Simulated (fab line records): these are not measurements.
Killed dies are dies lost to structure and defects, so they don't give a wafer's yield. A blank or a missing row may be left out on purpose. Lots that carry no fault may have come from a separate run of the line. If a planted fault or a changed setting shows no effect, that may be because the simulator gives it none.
A lot that was struck, set against a sound lot ; flow sfq line ; 42 out of 325 route steps
Sound: the wafers L699.1, L699.2, L699.6. Struck: wafer L690.3; the same lot's L690.1 was not struck, so it is left out; see the end for the cause.
Per side, at each step with rows, come the tool, then ch with its chambers, and then its first start. Under that, the readings that differ: sound wafers ; struck wafers ; difference of the means ; sigmas: that difference in standard deviations of wafers without a fault.
alike: a reading whose means differ by less than 2 such deviations, as well as words and numbers matching on both sides. not compared: withheld readings; readings where some wafer has no value; bounds like >300 that might hide an equal value; numbers whose values overlap and for which the record gives no deviation.
The two part at a step that has a row with sigmas, a row that says differs or no value, or rows on one side only. Numbers that don't overlap but have no deviation are shown without sigmas and don't part them. A reading missing from all wafers of one side parts the sides only when that side holds two or more wafers.

first, 6 steps without rows for these wafers: SFQ_TRILAYER_M4_LITHO_COAT_098 (resist thk 62 nm); SFQ_TRILAYER_M4_LITHO_COAT_093 (resist thk 600 nm); SFQ_TRILAYER_M4_LITHO_SOFTBAKE_097; SFQ_TRILAYER_M4_LITHO_EXPOSE_094 (exposes mask M4, target cd 500 nm); SFQ_TRILAYER_M4_LITHO_PEB_096 (peb time 60 s); SFQ_TRILAYER_M4_LITHO_DEVELOP_095 (time 60 s).
SFQ_M4_OVL_MEAS_926:
  sound on overlay-01 at day 57 16:05; struck on overlay-01 at day 53 17:17
  alike: M4_OVL
SFQ_TRILAYER_M4_BARC_OPEN_METAL_ETCH_123: etches BARC in O2, target depth 125 nm, time 41.7 s.
  sound on rie metal-02 ch 0,1, day 57 16:08; struck on rie metal-02 ch 0, day 53 17:20
  alike: drypump motor current A, oes product au
  not compared: rf hours counter h
SFQ_TRILAYER_M4_ETCH_METAL_ETCH_096: etches Nb in Cl2/Ar, stops on SiO2, target depth 240 nm, time 120 s.
  sound on rie metal-02 ch 0,1, day 57 16:11; struck on rie metal-02 ch 0, day 53 17:25
  alike: drypump motor current A, oes product au
  not compared: rf hours counter h
then, 2 steps without rows for these wafers: SFQ_TRILAYER_M4_STRIP_STRIP_097 (strips in O2); SFQ_TRILAYER_M4_STRIP_SOLV_CLEAN_098 (cleans in NMP, time 600 s).
SFQ_TRILAYER_I4_DEP_PECVD_099: deposits SiO2 from SiH4/N2O, time 111.11 s, target thk 500 nm.
  sound on pecvd-02 ch 0,1,2, day 57 17:05; struck on pecvd-01 ch 1, day 53 18:33
reading;sound;struck;difference;sigmas
throttle valve pct (%);21.8 23.7 23.5;27.3;+4.3;+2
  alike: chamber pressure Torr, heater power w
SFQ_TRILAYER_I4_CMP_CMP_100: polishes SiO2.
  sound on cmp-02 ch 0,1, day 58 23:23; struck on cmp-01 ch 0, day 53 20:25
reading;sound;struck;difference;sigmas
time to endpoint s (s);218 220 226;199;-22;-2
model.SiO2_of_TRILAYER_I4_DEP_PECVD_099.thk nm (nm);200.6 200.4 202.2;220.2;+19.1;
  alike: motor current A
SFQ_I4_BOW_MEAS_927:
  sound on film metro-04 at day 59 02:23; struck on film metro-01 at day 53 22:25
  alike: I4_BOW
SFQ_TRILAYER_I4_METRO_MEASURE_101:
  sound on film metro-04 at day 59 02:31; struck on film metro-01 at day 53 22:32
reading;sound;struck;difference;sigmas
thk nm (nm);200.7 200.4 202.4;220.2;+19.0;+16
then, 6 steps without rows for these wafers: SFQ_TRILAYER_I4_VIA_LITHO_COAT_108 (resist thk 62 nm); SFQ_TRILAYER_I4_VIA_LITHO_COAT_103 (resist thk 650 nm); SFQ_TRILAYER_I4_VIA_LITHO_SOFTBAKE_107; SFQ_TRILAYER_I4_VIA_LITHO_EXPOSE_104 (exposes mask I4, target cd 700 nm); SFQ_TRILAYER_I4_VIA_LITHO_PEB_106 (peb time 60 s); SFQ_TRILAYER_I4_VIA_LITHO_DEVELOP_105 (time 60 s).
-- the record jumps here: 4 days lie between the struck wafers' starts before and after --
SFQ_I4_OVL_MEAS_928:
  sound on overlay-01 at day 62 23:53; struck on overlay-01 at day 58 07:41
  alike: I4_OVL
SFQ_TRILAYER_I4_VIA_BARC_OPEN_VIA_ETCH_146: etches BARC in O2, target depth 125 nm, time 41.7 s.
  sound on rie diel-02 ch 0,1,2, day 62 23:55; struck on rie diel-03 ch 2, day 58 07:44
  alike: drypump motor current A, oes product au
  not compared: rf hours counter h
SFQ_TRILAYER_I4_VIA_ETCH_VIA_ETCH_106: etches SiO2 in CHF3, stops on Nb, target depth 260 nm.
  sound on rie diel-02 ch 0,1,2, day 62 23:57; struck on rie diel-03 ch 2, day 58 07:46
reading;sound;struck;difference;sigmas
oes product au (a.u.);0.858 0.857 0.864;0.896;+0.036;+7
model.etch.depth nm (nm);200.6 200.4 202.2;220.2;+19.1;
model.I4.feature depth nm (nm);200.6 200.4 202.2;220.2;+19.1;
  alike: drypump motor current A
then, 4 steps without rows for these wafers: SFQ_TRILAYER_I4_VIA_STRIP_STRIP_107 (strips in O2); SFQ_TRILAYER_I4_VIA_STRIP_SOLV_CLEAN_108 (cleans in NMP, time 600 s); SFQ_TRILAYER_JJ_TRILAYER_DEP_PRE_CLEAN_113 (time 22.5 s); SFQ_TRILAYER_JJ_TRILAYER_DEP_SPUTTER_109 (material Nb, target thk 150 nm, time 100 s).
SFQ_TRILAYER_JJ_TRILAYER_DEP_SPUTTER_110: material Al, target thk 8 nm, time 10 s.
  sound on pvd sputter-04 at day 63 00:56; struck on pvd sputter-04 at day 58 08:46
  alike: throttle valve pct
then, 2 steps without rows for these wafers: SFQ_TRILAYER_JJ_TRILAYER_DEP_AL_OXIDATION_111 (oxidation time 600 s); SFQ_TRILAYER_JJ_TRILAYER_DEP_SPUTTER_112 (material Nb, target thk 170 nm, time 113.3 s).
SFQ_JJ_RS_MEAS_929: measurement is done with a four-point probe.
  sound on film metro-04 at day 63 02:02; struck on film metro-04 at day 58 09:52
  alike: JJ_NB_RS
then, 6 steps without rows for these wafers: SFQ_TRILAYER_JJ_CE_LITHO_COAT_119 (resist thk 62 nm); SFQ_TRILAYER_JJ_CE_LITHO_COAT_114 (resist thk 600 nm); SFQ_TRILAYER_JJ_CE_LITHO_SOFTBAKE_118; SFQ_TRILAYER_JJ_CE_LITHO_EXPOSE_115 (exposes mask J5, target cd 700 nm); SFQ_TRILAYER_JJ_CE_LITHO_PEB_117 (peb time 60 s); SFQ_TRILAYER_JJ_CE_LITHO_DEVELOP_116 (time 60 s).
-- the record jumps here: 3 days lie between the struck wafers' starts before and after --
SFQ_JJ_OVL_MEAS_931:
  sound on overlay-01 at day 67 07:44; struck on overlay-02 at day 61 17:53
  alike: J5_OVL
then, 2 steps without rows for these wafers: SFQ_TRILAYER_JJ_CE_METRO_MEASURE_117; SFQ_TRILAYER_JJ_CE_BARC_OPEN_RIE_150 (chemistry O2, target BARC, target depth 240 nm, time 80 s).
SFQ_TRILAYER_M5_ETCH_METAL_ETCH_126: etches Nb in Cl2/BCl3, stops on SiO2, time 203.2 s, target depth 265 nm.
  sound on rie metal-01 ch 0,1, day 70 18:31; struck on rie metal-03 ch 1, day 62 13:08
reading;sound;struck;difference;sigmas
model.SiO2_of_TRILAYER_I4_DEP_PECVD_099.thk nm (nm);181.1 180.9 182.6;200.9;+19.4;
  alike: drypump motor current A, oes product au
  not compared: rf hours counter h

== WHERE THEY PART ==
Earliest at SFQ_TRILAYER_I4_DEP_PECVD_099; latest, in this record, at SFQ_TRILAYER_I4_VIA_ETCH_VIA_ETCH_106. Later steps at which nothing parts them and some readings are alike: SFQ_TRILAYER_JJ_TRILAYER_DEP_SPUTTER_110, SFQ_JJ_RS_MEAS_929, SFQ_JJ_OVL_MEAS_931, SFQ_TRILAYER_M5_ETCH_METAL_ETCH_126.

WHY: whatever the simulator had introduced
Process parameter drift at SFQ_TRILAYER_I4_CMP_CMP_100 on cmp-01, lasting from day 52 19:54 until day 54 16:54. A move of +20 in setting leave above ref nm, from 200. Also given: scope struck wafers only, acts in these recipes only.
